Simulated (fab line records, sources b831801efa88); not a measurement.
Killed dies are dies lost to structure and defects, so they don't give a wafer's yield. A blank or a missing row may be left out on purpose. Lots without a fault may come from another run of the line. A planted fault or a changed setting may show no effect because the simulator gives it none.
Tool commonality check | flow gf180mcu | 11 lots, 33 wafers sampled

WHY IT WAS OPENED
At GF_NSD_TW_MEAS_12 the reading NSD_TW is flagged on 2 of 11 lots. Wafers without a fault read 4279, standard deviation 37.
Rule: a lot is flagged when every wafer of it that has a number lies more than 4 standard deviations from that mean, or none has a number. The other lots count as sound.

lot  | measured     | on            | NSD_TW, wafer by wafer | flag
L154 | day 13 07:56 | film_metro-02 | 4207 4218 4220         |
L156 | day 13 22:55 | film_metro-01 | 4005 4007 3995         | FLAGGED
L158 | day 14 20:08 | film_metro-02 | 3944 3977 3948         | FLAGGED
L167 | day 17 22:21 | film_metro-01 | 4293 4316 4311         |
L168 | day 18 10:53 | film_metro-03 | 4285 4247 4256         |
L169 | day 18 21:31 | film_metro-01 | 4272 4277 4264         |
L170 | day 18 22:07 | film_metro-01 | 4316 4290 4302         |
L171 | day 19 08:28 | film_metro-02 | 4217 4187 4194         |
L175 | day 20 15:49 | film_metro-01 | 4288 4286 4298         |
L176 | day 21 00:28 | film_metro-01 | 4315 4338 4303         |
L177 | day 21 05:22 | film_metro-03 | 4276 4290 4280         |
The numbers of the flagged lots are 3979 on average: -300 against the usual, or -8 standard deviations.

WHICH TOOL RAN EACH LOT
The record holds 2 process steps before the reading, out of a route of 602 steps. In each cell: the tool, then ch and the chambers that the sampled wafers went through, then the start.
lot  | flag    | GF_NSD_IMPLANT_09               | GF_NSD_STRIP_11
L154 |         | implanter-01 ch 0, day 13 07:35 | plasma_asher-04 ch 0,1, day 13 07:51
L156 | FLAGGED | implanter-01 ch 0, day 13 22:31 | plasma_asher-04 ch 0,1, day 13 22:49
L158 | FLAGGED | implanter-01 ch 0, day 14 19:41 | plasma_asher-04 ch 0,1, day 14 20:02
L167 |         | implanter-02 ch 0, day 17 21:59 | plasma_asher-04 ch 0,1, day 17 22:16
L168 |         | implanter-01 ch 0, day 18 10:29 | plasma_asher-04 ch 0, day 18 10:47
L169 |         | implanter-01 ch 0, day 18 21:07 | plasma_asher-03 ch 1, day 18 21:25
L170 |         | implanter-01 ch 0, day 18 21:44 | plasma_asher-03 ch 0,1, day 18 22:01
L171 |         | implanter-01 ch 0, day 19 08:04 | plasma_asher-04 ch 0,1, day 19 08:22
L175 |         | implanter-01 ch 0, day 20 15:26 | plasma_asher-01 ch 0,1, day 20 15:43
L176 |         | implanter-01 ch 0, day 21 00:07 | plasma_asher-01 ch 0,1, day 21 00:22
L177 |         | implanter-01 ch 0, day 21 04:58 | plasma_asher-03 ch 0,1, day 21 05:16
What these steps do:
- GF_NSD_IMPLANT_09
- GF_NSD_STRIP_11: strips in O2/N2.
- GF_NSD_TW_MEAS_12

FLAGGED OVER TOTAL, TOOL BY TOOL (the gauges that took the reading come last)
step              | tool            | lots run | flagged | share of the flagged lots | sound lots run after its first flagged lot
GF_NSD_IMPLANT_09 | implanter-01    | 10       | 2       | all                       | 7 (L168,L169,L170,L171,L175,L176,L177)
GF_NSD_IMPLANT_09 | implanter-02    | 1        | 0       | none                      | -
GF_NSD_STRIP_11   | plasma_asher-01 | 2        | 0       | none                      | -
GF_NSD_STRIP_11   | plasma_asher-03 | 3        | 0       | none                      | -
GF_NSD_STRIP_11   | plasma_asher-04 | 6        | 2       | all                       | 3 (L167,L168,L171)
GF_NSD_TW_MEAS_12 | film_metro-01   | 6        | 1       | some                      | 5 (L167,L169,L170,L175,L176)
GF_NSD_TW_MEAS_12 | film_metro-02   | 3        | 1       | some                      | 1 (L171)
GF_NSD_TW_MEAS_12 | film_metro-03   | 2        | 0       | none                      | -

WHAT THE TABLE ALLOWS
2 rows of the table ran every flagged lot: implanter-01 at GF_NSD_IMPLANT_09, plasma_asher-04 at GF_NSD_STRIP_11.
- implanter-01 at GF_NSD_IMPLANT_09: 2 of its 10 lots flagged. Sound lots ran on it after the first flagged one (L168, L169, L170, L171, L175, L176, L177), which a lasting fault on the whole tool wouldn't allow. Its own readings lie more than 4 standard deviations out on every wafer of the flagged lots: beam_energy_keV.
- plasma_asher-04 at GF_NSD_STRIP_11: 2 of its 6 lots flagged. Sound lots ran on it after the first flagged one (L167, L168, L171), which a lasting fault on the whole tool wouldn't allow. Its own readings lie more than 4 standard deviations out on every wafer of the flagged lots: oes_product_au, strip_time_to_endpoint_s.
No row of the table ran every flagged lot and no sound lot after the first.

WHAT THE SIMULATOR HAD PUT IN
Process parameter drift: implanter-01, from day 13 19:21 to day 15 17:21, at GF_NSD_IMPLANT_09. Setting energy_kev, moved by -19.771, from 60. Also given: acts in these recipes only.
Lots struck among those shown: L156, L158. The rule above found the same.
